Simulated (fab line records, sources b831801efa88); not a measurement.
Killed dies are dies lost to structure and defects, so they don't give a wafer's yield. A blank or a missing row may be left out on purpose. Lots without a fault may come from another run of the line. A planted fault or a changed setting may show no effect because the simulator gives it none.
fab line records | flow sky130 | part 2 of 2: steps 28 to 37 of 37
record lots=5 wafers=15 last_day=50
route steps=708 shown METAL3@561 VIA3@573
lots that met no fault: from a run of the same line without faults
start_h: hours from the record's first day to the start of the lot's first wafer shown | wait_h: hours since the lot's step before | " the same as in the row above | L1.1+2: a row that stands for several wafers | - no value, or no start given | * or withheld: withheld | < > ~ a bound
route shown NAME@n: a module of which the file shows steps, and the number in the route of the first | usual: mean/standard deviation of fault-free wafers | same: alike in all rows | chamber/n: place in a boat | sites: the reading at each site | _std_site: their standard deviation | _edge_site: outer sites' mean less inner sites' | radius_mm: how far each site lies from the wafer's centre | mask NAME#n: copy n | behind: the tool/chamber that last shaped the wafer | hold: why the lot was held/for how many hours/how that ended | device: the transistor (n, p or np) that didn't switch | end of line: the same wafers' tests at the end of the route | a step without rows: its recipe alone | killed: dies lost to structure and defects at the first sort, not the wafer's yield | map: a wafer's dies, x killed, . not, _ none there
set.NAME: the setting as run; set.NAME@STEP: as run at that earlier step | model.NAME: the simulator's own value behind a step, which no gauge read
lots at some steps of the route; a table a step, a row a wafer
services: from which hour (start_h, from the record's first day; less than 0 if before it) a tool's chamber was out of use, for how many hours, and why
## steps
# step SKY_VIA3_ETCH_15
# recipe target=SiO2 chemistry=C4F8/O2/Ar target_depth_nm=507 stop_on=TiN mask_material=KrF-thick source_w=1500 bias_w=1200 pressure_mtorr=40 c4f8_flow_sccm=withheld O2_flow_sccm=6 Ar_flow_sccm=300 time_s=78
# usual oes_product_au=0.945/0.0045 rf_fwd_power_W=1487/6.6
# columns lot.wafer tool chamber start_h wait_h oes_product_au rf_fwd_power_W rf_hours_counter_h
L076.1 rie_diel-03 1 933.38 0.0 0.947 1478 5
L076.2 " 2 " " 0.944 1495 16
L076.5 " 1 " " 0.946 1482 -
L077.3 rie_diel-04 0 942.48 0.0 0.948 1482 20
L077.5 " 1 " " 0.943 1480 -
L077.6 " 3 " " 0.944 1483 -
L081.3 rie_diel-02 3 975.51 0.0 0.935 1497 26
L081.4 " 2 " " 0.944 1496 -
L081.5 " 3 " " 0.942 1492 -
L091.2 rie_diel-02 1 1036.18 0.0 0.956 1482 17
L091.4 " 3 " " 0.945 1494 27
L091.5 " 2 " " 0.943 1486 -
L096.3 rie_diel-03 2 1069.57 0.0 0.949 1489 21
L096.5 " 2 " " 0.947 1482 -
L096.6 " 1 " " 0.945 1475 -
# step SKY_VIA3_STRIP_16
# recipe chemistry=O2/N2 power_w=1400 pressure_mtorr=1500 platen_temp_c=withheld o2_flow_sccm=3000 n2_flow_sccm=300 overash_fraction=0.5
# usual drypump_motor_current_A=5.8/0.46 oes_product_au=0.403/0.0051 strip_time_to_endpoint_s=4.146/0.025
# columns lot.wafer tool chamber start_h wait_h drypump_motor_current_A oes_product_au rf_hours_counter_h strip_time_to_endpoint_s
L076.1 plasma_asher-02 1 933.44 0.0 6.5 0.394 19 4.121
L076.2 " 0 " " 5.2 0.403 19 4.145
L076.5 " 0 " " 5.2 0.399 - 4.128
L077.3 plasma_asher-02 0 942.58 0.1 5.3 0.405 - 4.154
L077.5 " 1 " " 6.5 0.397 - 4.125
L077.6 " 0 " " 5.2 0.404 - 4.119
L081.3 plasma_asher-02 0 975.61 0.1 5.2 0.407 - 4.177
L081.4 " 1 " " 6.5 0.411 - 4.205
L081.5 " 1 " " 6.5 0.405 - 4.185
L091.2 plasma_asher-03 1 1036.24 0.0 5.9 0.403 118 4.136
L091.4 " 0 " " 6.0 0.405 - 4.106
L091.5 " 1 " " 5.9 0.398 - 4.155
L096.3 plasma_asher-02 1 1069.66 0.1 6.5 0.406 - 4.144
L096.5 " 0 " " 5.2 0.398 - 4.140
L096.6 " 1 " " 6.5 0.407 - 4.101
# step SKY_VIA3_STRIP_17
# recipe chemistry=post_etch_residue_remover time_s=1200 temp_c=72.5
# columns lot.wafer tool chamber start_h wait_h
L076.1+2+5 wet_bench-03 2 933.54 0.1
L077.3+5+6 wet_bench-04 1 942.64 0.0
L081.3+4+5 wet_bench-01 1 975.67 0.0
L091.2+4+5 wet_bench-04 0 1036.34 0.1
L096.3+5+6 wet_bench-04 2 1069.73 0.0
# step SKY_VIA3_CLEAN_18
# recipe chemistry=IPA time_s=180 temp_c=25
# columns lot.wafer tool chamber start_h wait_h
L076.1+2+5 wet_bench-01 3 933.91 0.0
L077.3+5+6 wet_bench-03 3 942.98 0.0
L081.3+4+5 wet_bench-04 1 976.02 0.0
L091.2+4+5 wet_bench-03 1 1036.68 0.0
L096.3+5+6 wet_bench-01 0 1070.07 0.0
# step SKY_VIA3_CLEAN_19
# recipe chemistry=O3/DIW dry=n2_spin
# columns lot.wafer tool chamber start_h wait_h
L076.1+2+5 wet_bench-04 2 933.98 0.0
L077.3+5+6 wet_bench-01 1 943.04 0.0
L081.3+4+5 wet_bench-03 1 976.08 0.0
L091.2+4+5 wet_bench-01 0 1036.74 0.0
L096.3+5+6 wet_bench-03 0 1070.14 0.0
# step SKY_VIA3_SPUTTER_20
# recipe material=TiN target_thk_nm=20 chamber_pressure_pa=5 power_w=4000 time_s=80
# usual chamber_pressure_pa=4.998/0.01 throttle_valve_pct=30.3/0.79
# columns lot.wafer tool chamber start_h wait_h chamber_pressure_pa throttle_valve_pct
L076.1 pvd_sputter-03 - 934.07 0.0 5.005 31.0
L076.2 " - " " 4.993 29.8
L076.5 " - " " 4.998 29.7
L077.3 pvd_sputter-02 - 943.14 0.0 4.995 29.8
L077.5 " - " " 4.993 29.9
L077.6 " - " " 4.995 29.7
L081.3 pvd_sputter-02 - 976.17 0.0 5.013 29.4
L081.4 " - " " 5.014 29.9
L081.5 " - " " 5.001 30.1
L091.2 pvd_sputter-03 - 1036.84 0.0 4.977 30.0
L091.4 " - " " 4.987 31.4
L091.5 " - " " 4.995 31.3
L096.3 pvd_sputter-02 - 1070.23 0.0 5.006 29.7
L096.5 " - " " 5.006 31.1
L096.6 " - " " 4.990 30.1
# step SKY_VIA3_CVD_21
# recipe material=W target_thk_nm=390 time_s=117.31 temp_c=400 pressure_torr=40
# usual heater_power_w=784/56
# columns lot.wafer tool chamber start_h wait_h heater_power_w
L076.1 cvd_w-01 0 934.13 0.0 832
L076.2 " 1 " " 685
L076.5 " 0 " " 862
L077.3 cvd_w-02 0 943.24 0.1 777
L077.5 " 1 " " 819
L077.6 " 0 " " 759
L081.3 cvd_w-02 1 976.27 0.1 834
L081.4 " 0 " " 773
L081.5 " 1 " " 818
L091.2 cvd_w-02 0 1036.90 0.0 789
L091.4 " 1 " " 843
L091.5 " 1 " " 803
L096.3 cvd_w-02 1 1070.33 0.1 845
L096.5 " 0 " " 762
L096.6 " 1 " " 822
# step SKY_VIA3_RS_MEAS_22
# recipe thk_meas_gauge=four-point-probe reads=W_of_VIA3_CVD_21+TiN_of_VIA3_SPUTTER_20
# usual VIA3_W_RS=0.290/0.0036
# columns lot.wafer tool chamber start_h wait_h VIA3_W_RS[ohm/sq]
L076.1 film_metro-01 - 934.25 0.1 0.284
L076.2 " - " " 0.285
L076.5 " - " " 0.286
L077.3 film_metro-04 - 943.37 0.1 0.291
L077.5 " - " " 0.289
L077.6 " - " " 0.293
L081.3 film_metro-02 - 976.40 0.1 0.292
L081.4 " - " " 0.289
L081.5 " - " " 0.292
L091.2 film_metro-04 - 1037.05 0.1 0.288
L091.4 " - " " 0.288
L091.5 " - " " 0.286
L096.3 film_metro-04 - 1070.45 0.1 0.289
L096.5 " - " " 0.289
L096.6 " - " " 0.291
# step SKY_VIA3_THK_MEAS_23
# recipe thk_meas_gauge=xrf reads=W_of_VIA3_CVD_21
# usual VIA3_W_THK=397/7.2
# columns lot.wafer tool chamber start_h wait_h VIA3_W_THK[nm]
L076.1 film_metro-01 - 934.37 0.1 406
L076.2 " - " " 407
L076.5 " - " " 406
L077.3 film_metro-04 - 943.47 0.1 394
L077.5 " - " " 395
L077.6 " - " " 388
L081.3 film_metro-02 - 976.50 0.1 394
L081.4 " - " " 397
L081.5 " - " " 393
L091.2 film_metro-04 - 1037.16 0.1 407
L091.4 " - " " 404
L091.5 " - " " 408
L096.3 film_metro-04 - 1070.55 0.1 398
L096.5 " - " " 392
L096.6 " - " " 388
# step SKY_VIA3_CMP_24
# recipe stop_on=SiO2 t_overpolish_s=20 down_force_psi=3.5 platen_rpm=60 target_thk_nm=0 pad_velocity_m_s=0.94248
# usual motor_current_A=11.4/1.2 overpolish_run_s=19.999/0.0088 time_to_endpoint_s=96/3.3
# columns lot.wafer tool chamber start_h wait_h motor_current_A overpolish_run_s time_to_endpoint_s
L076.2 cmp-02 1 934.43 0.0 12.1 20.007 93
L076.1 " 0 " " 10.1 19.987 94
L076.5 " 2 " " 11.9 20.002 91
L077.3 cmp-01 1 943.51 0.0 11.8 20.002 96
L077.6 " 1 " " 11.7 19.995 95
L077.5 " 2 " " 9.7 19.998 94
L081.3 cmp-01 3 976.64 0.1 9.9 19.993 91
L081.4 " 0 " " 13.6 19.978 96
L081.5 " 2 " " 10.3 20.000 91
L091.2 cmp-01 0 1037.26 0.1 13.1 19.996 97
L091.4 " 1 " " 12.3 20.009 96
L091.5 " 0 " " 12.9 19.995 97
L096.3 cmp-01 2 1070.59 0.0 10.4 19.989 94
L096.5 " 2 " " 9.8 20.001 91
L096.6 " 3 " " 10.2 19.996 94
## services
# columns tool chamber start_h hours kind
cvd_w-02 - 901.08 6.0 pm
rie_diel-02 2 902.52 7.1 repair
krf_scanner-01 - 904.97 1.4 repair
cmp-01 - 912.00 4.0 pm
rie_diel-04 2 918.74 9.9 repair
rie_diel-03 0 919.19 15.4 repair
wet_bench-01 - 926.45 4.4 pm
krf_scanner-01 - 927.18 1.0 pm
rie_metal-04 - 937.60 1.5 repair
rie_diel-04 2 942.19 4.8 repair
cvd_w-02 - 946.47 1.4 repair
rie_diel-04 1 952.67 2.9 repair
rie_diel-02 0 962.38 44.1 repair
krf_scanner-01 - 964.45 0.8 pm
rie_diel-04 3 964.81 17.0 repair
cmp-01 - 972.04 1.9 repair
rie_diel-02 - 977.39 15.6 pm
rie_diel-03 3 991.12 9.3 repair
rie_metal-04 1 1010.47 11.9 repair
cmp-01 - 1026.65 5.8 pm
rie_metal-01 - 1033.87 2.8 pm
krf_scanner-01 - 1057.70 1.3 pm
rie_diel-04 0 1059.76 11.4 repair
rie_diel-03 3 1069.05 4.4 repair
